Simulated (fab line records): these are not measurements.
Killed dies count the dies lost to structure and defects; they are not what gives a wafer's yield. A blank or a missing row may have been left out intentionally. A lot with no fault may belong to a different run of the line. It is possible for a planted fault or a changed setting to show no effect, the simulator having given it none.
Matching of chambers || flow gf180mcu || GF_CONTACT_CMP_04 on cmp-02 has 4 sister chambers
The step polishes SiO2. 18 wafers are shown with their chamber, then 9 later ones without.

== EACH WAFER AND ITS CHAMBER ==
{"wafer": "L670.2", "chamber": 0, "motor-current-A (A)": 11.5, "time-to-endpoint-s (s)": 101}
{"wafer": "L670.3", "chamber": 2, "motor-current-A (A)": 11.3, "time-to-endpoint-s (s)": 113}
{"wafer": "L670.5", "chamber": 1, "motor-current-A (A)": 10.7, "time-to-endpoint-s (s)": 111}
{"wafer": "L672.1", "chamber": 2, "motor-current-A (A)": 11.3, "time-to-endpoint-s (s)": 109}
{"wafer": "L672.2", "chamber": 3, "motor-current-A (A)": 13.7, "time-to-endpoint-s (s)": 91}
{"wafer": "L672.4", "chamber": 0, "motor-current-A (A)": 11.6, "time-to-endpoint-s (s)": 113}
{"wafer": "L673.1", "chamber": 2, "motor-current-A (A)": 12.5, "time-to-endpoint-s (s)": 111}
{"wafer": "L673.4", "chamber": 1, "motor-current-A (A)": 10.8, "time-to-endpoint-s (s)": 116}
{"wafer": "L673.5", "chamber": 2, "motor-current-A (A)": 11.8, "time-to-endpoint-s (s)": 112}
{"wafer": "L674.1", "chamber": 3, "motor-current-A (A)": 13.2, "time-to-endpoint-s (s)": 100}
{"wafer": "L674.4", "chamber": 2, "motor-current-A (A)": 11.4, "time-to-endpoint-s (s)": 108}
{"wafer": "L674.5", "chamber": 3, "motor-current-A (A)": 12.7, "time-to-endpoint-s (s)": 103}
{"wafer": "L679.1", "chamber": 2, "motor-current-A (A)": 11.5, "time-to-endpoint-s (s)": 106}
{"wafer": "L679.2", "chamber": 0, "motor-current-A (A)": 11.5, "time-to-endpoint-s (s)": 95}
{"wafer": "L679.6", "chamber": 2, "motor-current-A (A)": 11.4, "time-to-endpoint-s (s)": 111}
{"wafer": "L685.1", "chamber": 0, "motor-current-A (A)": 11.5, "time-to-endpoint-s (s)": 102}
{"wafer": "L685.2", "chamber": 3, "motor-current-A (A)": 13.5, "time-to-endpoint-s (s)": 90}
{"wafer": "L685.4", "chamber": 2, "motor-current-A (A)": 11.7, "time-to-endpoint-s (s)": 109}

SIGNATURES (averages over the wafers above)
{"reading": "motor-current-A", "chamber 0": 11.525, "chamber 1": 10.750, "chamber 2": 11.613, "chamber 3": 13.275, "scatter within a chamber": 0.349}
{"reading": "time-to-endpoint-s", "chamber 0": 102.75, "chamber 1": 113.50, "chamber 2": 109.88, "chamber 3": 96.00, "scatter within a chamber": 4.96}
Rule: for a wafer and a chamber, the distance is found by dividing, reading by reading, the gap between the wafer's reading and the chamber's mean by the reading's scatter, squaring, summing and taking the root. If the next closest chamber is less than 2 further off than the closest, the wafer can't be placed; otherwise it belongs to the closest. The scatter is the square root of a quotient: the sum, over the shown wafers, of each reading's squared deviation from its chamber's mean, divided by wafers minus chambers.

== WAFERS WITH NO CHAMBER GIVEN ==
{"wafer": "L686.2", "motor-current-A (A)": 13.7, "time-to-endpoint-s (s)": 104}
{"wafer": "L686.4", "motor-current-A (A)": 11.4, "time-to-endpoint-s (s)": 114}
{"wafer": "L686.6", "motor-current-A (A)": 10.8, "time-to-endpoint-s (s)": 113}
{"wafer": "L687.1", "motor-current-A (A)": 12.0, "time-to-endpoint-s (s)": 108}
{"wafer": "L687.3", "motor-current-A (A)": 13.1, "time-to-endpoint-s (s)": 103}
{"wafer": "L687.4", "motor-current-A (A)": 10.4, "time-to-endpoint-s (s)": 122}
{"wafer": "L688.3", "motor-current-A (A)": 10.9, "time-to-endpoint-s (s)": 105}
{"wafer": "L688.4", "motor-current-A (A)": 10.8, "time-to-endpoint-s (s)": 115}
{"wafer": "L688.6", "motor-current-A (A)": 11.4, "time-to-endpoint-s (s)": 109}

== CHAMBER TAKEN BY EACH ==
{"wafer": "L686.2", "from the rows above": 3, "in truth": 3}
{"wafer": "L686.4", "from the rows above": "can't be placed: 2 or 1 or 0", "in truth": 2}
{"wafer": "L686.6", "from the rows above": 1, "in truth": 1}
{"wafer": "L687.1", "from the rows above": "can't be placed: 2 or 0", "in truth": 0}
{"wafer": "L687.3", "from the rows above": 3, "in truth": 3}
{"wafer": "L687.4", "from the rows above": 1, "in truth": 1}
{"wafer": "L688.3", "from the rows above": "can't be placed: 1 or 0 or 2", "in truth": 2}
{"wafer": "L688.4", "from the rows above": 1, "in truth": 1}
{"wafer": "L688.6", "from the rows above": "can't be placed: 2 or 0 or 1", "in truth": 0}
Placed correctly: 5 of 9. Cannot be placed on the basis of these rows: 4; the candidates contain the true chamber in 4. 0 placed wrongly.
